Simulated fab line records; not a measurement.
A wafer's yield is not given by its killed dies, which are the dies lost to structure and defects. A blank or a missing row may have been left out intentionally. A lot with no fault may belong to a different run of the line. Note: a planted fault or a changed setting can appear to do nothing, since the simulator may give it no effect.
Problem report in the 8D (eight disciplines) form, filled by code || flow gf180mcu || the parts of the form that need people (team, actions taken, sign-off) are left out

1. WHAT WENT WRONG
At GF_HV_LDD_COAT_41, spin-speed-rpm averages 3191.3 rpm over 6 wafers from 2 lots, while fault-free wafers read 2999.7 rpm, standard deviation 2.2. Relative to the usual mean, that is a shift of +87 standard deviations.
The step: resist thk 1000 nm.
First seen on wafer L681.2, day 17 15:55, on litho-track-04. At this step, 38 wafers from 13 lots have a number in the record. Rule for "out" (also "out of limits"): further than 4 standard deviations from the usual mean. The other wafers with a number count as sound.

2. WHAT IT IS; WHAT IT IS NOT
{"question": "which readings at this step", "is": "spin-speed-rpm", "is not": "chill-plate-temp-C"}
{"question": "which lots", "is": "L681, L683", "is not": "L663, L666, L667, L668, L669, L670, L671, L673, L674, L679, L680"}
{"question": "which wafers of those lots", "is": "all that have a number", "is not": "-"}
{"question": "read on which tools", "is": "litho-track-04", "is not": "litho-track-01, litho-track-02"}
{"question": "when", "is": "from day 17 15:55", "is not": "up to then (32 sound wafers)"}

3. THE SUSPECTS, EACH WITH WHAT RULES IT OUT
Counting: a tool stays on the suspect list if, at a process step up to the reading, it processed all lots that are out and no sound lot following the first of them.
- litho-track-04 at GF_HV_LDD_COAT_41 (resist thk 1000 nm): kept. It processed each lot that is out, first L681 at day 17 15:55, and no sound lot thereafter; up to then, the last sound lot it processed was L680 at day 17 11:16. Its own spin-speed-rpm readings are out on those wafers.
Left after counting: litho-track-04 at GF_HV_LDD_COAT_41.

4. THE CAUSE (what the simulator had put in)
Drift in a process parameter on litho-track-04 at GF_HV_LDD_COAT_41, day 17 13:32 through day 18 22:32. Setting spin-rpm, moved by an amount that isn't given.
After counting, this tool was the only one left.

5. THE EFFECT CHAIN, in route order
Rows list readings where the struck wafers' mean (over those with a number) sits beyond 3 standard deviations from the usual. Only readings for which the record gives a usual standard deviation are gone through. hours: the time from each lot's start at the first step in this table that gives one to its start at this step, as a median over the lots. sigmas: the change in usual standard deviations.
{"hours": 0, "step": "GF_HV_LDD_COAT_41", "reading": "spin-speed-rpm", "usual": "2999.7 rpm", "on struck wafers": 3191.3, "change": "+191.6", "sigmas": "+87"}
{"hours": 12, "step": "GF_HV_LDD_STRIP_49", "reading": "strip-time-to-endpoint-s", "usual": "12.64 s", "on struck wafers": 12.30, "change": -0.34, "sigmas": -9.2}
It contains these process steps:
- GF_HV_LDD_COAT_41: resist thk 1000 nm.
- GF_HV_LDD_STRIP_49: strips in O2/N2.

6. WHAT WOULD HAVE CAUGHT IT SOONER
First out-of-limits reading in this record: day 17 15:55, which is 2 hours after fault onset at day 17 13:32.
